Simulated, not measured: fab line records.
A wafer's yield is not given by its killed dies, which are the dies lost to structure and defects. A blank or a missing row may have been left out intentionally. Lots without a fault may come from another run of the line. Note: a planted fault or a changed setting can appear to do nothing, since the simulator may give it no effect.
Which tool is to blame? | flow sky130 | 13 lots, 39 wafers sampled, at 2 steps of a route of 708

== WHAT EACH GAUGE READ, for each wafer ==
The record holds no reading of a measuring or inspecting step that can be judged against a usual standard deviation.

== WHAT TOOL EACH LOT RAN ON (gives the tool, then ch and the chambers of the sampled wafers, and finally the start) ==
lot  | SKY_SONOS_ONO_STRIP_17              | SKY_PAD_OPEN_PROBE_99
L391 | plasmaAsher-01 ch 0,1, day 12 18:11 | -
L393 | plasmaAsher-01 ch 0,1, day 13 04:59 | -
L392 | plasmaAsher-04 ch 0,1, day 13 09:05 | -
L395 | plasmaAsher-04 ch 0,1, day 14 07:01 | -
L396 | plasmaAsher-01 ch 0,1, day 14 08:19 | -
L397 | plasmaAsher-04 ch 0,1, day 14 23:35 | -
L402 | plasmaAsher-01 ch 0,1, day 16 13:53 | prober-01, day 50 04:56
L408 | plasmaAsher-04 ch 0,1, day 18 10:16 | prober-02, day 50 14:47
L409 | plasmaAsher-01 ch 0,1, day 18 16:20 | -
L410 | plasmaAsher-03 ch 0,1, day 18 20:55 | -
L411 | plasmaAsher-01 ch 0,1, day 19 19:44 | -
L412 | plasmaAsher-01 ch 1, day 20 07:16   | -
L413 | plasmaAsher-03 ch 0,1, day 20 07:52 | -
- SKY_SONOS_ONO_STRIP_17: strips in O2/N2.
- SKY_PAD_OPEN_PROBE_99

== AS READ BY THE TOOLS THEMSELVES (means over the sampled wafers that have a number; for cases with no such wafer, the mark the record gives instead) ==
SKY_SONOS_ONO_STRIP_17.
lot  | tool           | drypumpMotorCurrentA (A) | oesProductAu (a.u.) | stripTimeToEndpointS (s)
L391 | plasmaAsher-01 | 5.7                      | 0.711               | 14.15
L393 | plasmaAsher-01 | 6.2                      | 0.708               | 14.06
L392 | plasmaAsher-04 | 5.5                      | 0.705               | 13.98
L395 | plasmaAsher-04 | 5.6                      | 0.709               | 14.07
L396 | plasmaAsher-01 | 6.2                      | 0.708               | 14.07
L397 | plasmaAsher-04 | 5.6                      | 0.709               | 14.13
L402 | plasmaAsher-01 | 6.1                      | 0.905               | -
L408 | plasmaAsher-04 | 5.6                      | 0.712               | 14.15
L409 | plasmaAsher-01 | 5.7                      | 0.706               | 14.15
L410 | plasmaAsher-03 | 5.3                      | 0.712               | 14.08
L411 | plasmaAsher-01 | 5.7                      | 0.708               | 14.08
L412 | plasmaAsher-01 | 5.3                      | 0.708               | 14.10
L413 | plasmaAsher-03 | 5.4                      | 0.714               | 14.06

SKY_PAD_OPEN_PROBE_99.
lot  | tool      | killed_at_M0_to_M3 | killed_at_M4_up | killedAtContacts | killedAtFrontEnd | killedAtOther | killedDies | killedOnRim | killedOpen | killedShort
L402 | prober-01 | 46                 | 3.7             | 24               | 416              | 1.3           | 492        | 96          | 58         | 40
L408 | prober-02 | 49                 | 2.3             | 17               | 9                | 0.7           | 78         | 16          | 40         | 38

== THE ANSWER, worked out from the rows above alone ==
Rule: usual is defined by the lots themselves. The widest of any qualifying gaps counts: lots, ordered by their means at a reading, are off when they make up no more than a third of the lots, leave a main group of 4 or more, and stand apart from it by 3 or more times the standard deviation of that group's means. If all means in a main group match to the digits the tables above print for the reading, that group is not used. A lot without any number at a reading at which 4 lots or more have one is off too. All remaining lots with rows at the step are treated as sound. After the gauges, taken in route order, come the tools' own readings; for these a lot's mean is taken, as printed above. At the first step where some lot is off, the reading lying furthest off is the one used; lots without a number count as furthest.
Off: L402, at SKY_SONOS_ONO_STRIP_17 (stripTimeToEndpointS). Without a number there: L402. The main group has a mean of 14.09 s with a standard deviation of 0.048.
If a tool, at that step or one of the process steps before it, ran each lot that is off and ran no sound lot following the first of them, it fits. Not one of the candidates tried fits.

== WHAT THE SIMULATOR HAD PUT IN ==
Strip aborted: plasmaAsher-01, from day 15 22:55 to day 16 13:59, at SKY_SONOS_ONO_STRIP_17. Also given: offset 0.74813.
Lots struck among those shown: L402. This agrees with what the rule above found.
